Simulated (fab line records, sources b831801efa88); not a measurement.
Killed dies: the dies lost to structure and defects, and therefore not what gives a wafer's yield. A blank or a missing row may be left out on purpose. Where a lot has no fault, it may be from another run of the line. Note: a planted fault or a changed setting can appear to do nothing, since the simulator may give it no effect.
Which tool is to blame? ; flow gf180mcu ; 15 lots with 42 wafers sampled at 4 steps, on a route of 602 steps

## WHAT EACH GAUGE READ, for each wafer
GF_NSD_OVL_MEAS_08. Usual: NSD_OVL 0.7 nm, standard deviation 1.5.
lot;measured;on;NSD_OVL (nm);flag
L995;day 13 09:24;overlay-02;1.2 -0.4 0.1;
L998;day 14 07:35;overlay-01;1.4 1.0 1.6;
L999;day 14 19:43;overlay-01;1.0 1.6 0.4;
L100;day 15 00:41;overlay-01;2.4 0.3 1.9;
L101;day 15 06:39;overlay-01;0.3 0.9 0.8;
L102;day 15 19:37;overlay-01;-2.6 -1.3 0.0;
L104;day 16 09:49;overlay-02;-0.3 1.5;
L105;day 16 19:58;overlay-02;2.3 3.3;
L106;day 17 04:56;overlay-01;1.4 0.2;
L112;day 19 04:52;overlay-02;-1.3 -2.9 -0.4;
L114;day 20 14:51;overlay-02;1.3 2.3 4.0;
L115;day 20 17:09;overlay-01;-1.2 1.0 1.6;
L116;day 20 22:16;overlay-01;1.2 1.5 1.6;
L117;day 21 02:02;overlay-01;-1.2 -1.1 -0.7;
L118;day 21 10:23;overlay-01;2.0 3.0 2.3;

GF_PSD_TW_MEAS_11. Usual: PSD_TW 3187, standard deviation 21.
lot;measured;on;PSD_TW;flag
L995;day 14 06:56;film metro-03;3216 3197 3210;
L998;day 15 05:01;film metro-03;3196 3188 3204;
L999;day 15 17:45;film metro-04;3202 3202 3206;
L100;day 15 22:58;film metro-01;3199 3190 3182;
L101;day 16 04:26;film metro-03;3193 3193 3193;
L102;day 16 19:35;film metro-01;3144 3184 3173;
L104;day 17 08:38;film metro-01;3150 3167;
L105;day 17 19:41;film metro-03;3218 3222;
L106;day 18 05:12;film metro-01;3169 3150;
L112;day 20 06:38;film metro-01;3171 3173 3175;
L114;day 21 15:01;film metro-03;3207 3204 3213;
L115;day 21 17:54;film metro-03;3200 3209 3214;
L116;day 21 22:08;film metro-04;3200 3199 3209;
L117;day 22 02:35;film metro-04;3195 3186 3187;
L118;day 22 09:50;film metro-03;3202 3206 3199;

GF_CONTACT_BOW_MEAS_05. Usual: CONTACT_BOW 65 um, standard deviation 7.3.
lot;measured;on;CONTACT_BOW (um);flag
L995;day 15 04:58;film metro-01;68 57 52;
L998;day 16 04:20;film metro-01;62 68 61;
L999;day 16 17:14;film metro-02;63 66 57;
L100;day 16 23:33;film metro-01;61 56 50;
L101;day 17 04:53;film metro-04;69 73 64;
L102;day 17 19:54;film metro-04;70 66 68;
L104;day 18 11:04;film metro-02;69 51;
L105;day 18 21:24;film metro-02;61 65;
L106;day 19 07:32;film metro-01;69 77;
L112;day 21 08:52;film metro-04;65 64 71;
L114;day 22 15:55;film metro-02;65 65 67;
L115;day 22 18:55;film metro-02;69 62 59;
L116;day 22 23:51;film metro-02;69 73 66;
L117;day 23 03:25;film metro-01;50 55 66;
L118;day 23 10:55;film metro-02;58 65 58;

## WHICH TOOL RAN EACH LOT (tool, then ch and the chambers of the sampled wafers, then the start)
lot;GF_VT_IMPLANT_RTA_45
L995;rtp anneal-01 ch 0, day 7 15:07
L998;rtp anneal-02 ch 0, day 8 10:03
L999;rtp anneal-01 ch 0, day 8 21:23
L100;rtp anneal-02 ch 0, day 9 00:50
L101;rtp anneal-01 ch 0, day 9 05:14
L102;rtp anneal-01 ch 0, day 9 15:16
L104;rtp anneal-01 ch 0, day 10 00:28
L105;rtp anneal-01 ch 0, day 10 07:46
L106;rtp anneal-01 ch 0, day 10 13:04
L112;rtp anneal-02 ch 0, day 12 07:53
L114;rtp anneal-02 ch 0, day 13 09:02
L115;rtp anneal-01 ch 0, day 13 11:32
L116;rtp anneal-02 ch 0, day 13 14:37
L117;rtp anneal-01 ch 0, day 13 23:10
L118;rtp anneal-01 ch 0, day 14 06:02
- GF_VT_IMPLANT_RTA_45: time 30 s.

## WHAT THE TOOLS THEMSELVES READ (means of the sampled wafers that have a number; where no wafer has one, the mark that the record gives instead)
GF_VT_IMPLANT_RTA_45. Usual: anneal temp c max 1054.6, standard deviation 1.1; chamber o2 ppm 2.003, standard deviation 0.023; lamp power pct 37.0 %, standard deviation 1.4; run length s 58.9 s, standard deviation 0.47; wafer_temp_C_max 1054.4, standard deviation 1.1.
lot;tool;anneal temp c max;chamber o2 ppm;lamp power pct (%);run length s (s);wafer_temp_C_max;flag
L995;rtp anneal-01;1054.9;2.003;35.6;59.0;1054.7;
L998;rtp anneal-02;1055.3;2.003;38.5;58.7;1053.6;
L999;rtp anneal-01;1053.2;2.015;35.6;58.8;1055.1;
L100;rtp anneal-02;1054.4;1.997;38.5;58.5;1053.7;
L101;rtp anneal-01;1054.0;2.007;35.6;59.1;1055.0;
L102;rtp anneal-01;1054.2;2.010;35.6;59.0;1055.6;
L104;rtp anneal-01;1053.8;1.997;35.5;56.7;1053.4;OFF
L105;rtp anneal-01;1053.8;2.006;35.5;56.7;1055.3;OFF
L106;rtp anneal-01;1053.6;1.982;35.5;56.7;1056.2;OFF
L112;rtp anneal-02;1055.4;2.011;38.5;58.6;1054.7;
L114;rtp anneal-02;1055.2;2.025;38.5;58.7;1053.6;
L115;rtp anneal-01;1053.9;1.974;35.6;59.3;1054.5;
L116;rtp anneal-02;1056.1;1.993;38.5;58.7;1052.8;
L117;rtp anneal-01;1054.1;2.048;35.6;58.9;1055.1;
L118;rtp anneal-01;1054.0;2.024;35.6;59.0;1055.9;

## THE ANSWER, worked out from the rows above alone
Rule: a lot counts as off when the mean over its wafers that have a number is more than 3 standard deviations away from the usual mean. Also off: a lot with no number at a reading for which 4 or more lots have one. All remaining lots with rows at the step are treated as sound. After the gauges, taken in route order, come the tools' own readings; for these a lot's mean is taken, as printed above. At the first step where some lot is off, the reading lying furthest off is the one used; lots without a number count as furthest.
Off, at GF_VT_IMPLANT_RTA_45 on run length s: L104, L105, L106.
A tool fits if, at that step or a process step before it, it ran every lot that is off, and no sound lot after the first of them. Of those tried, none fits.

## WHAT THE SIMULATOR PUT IN
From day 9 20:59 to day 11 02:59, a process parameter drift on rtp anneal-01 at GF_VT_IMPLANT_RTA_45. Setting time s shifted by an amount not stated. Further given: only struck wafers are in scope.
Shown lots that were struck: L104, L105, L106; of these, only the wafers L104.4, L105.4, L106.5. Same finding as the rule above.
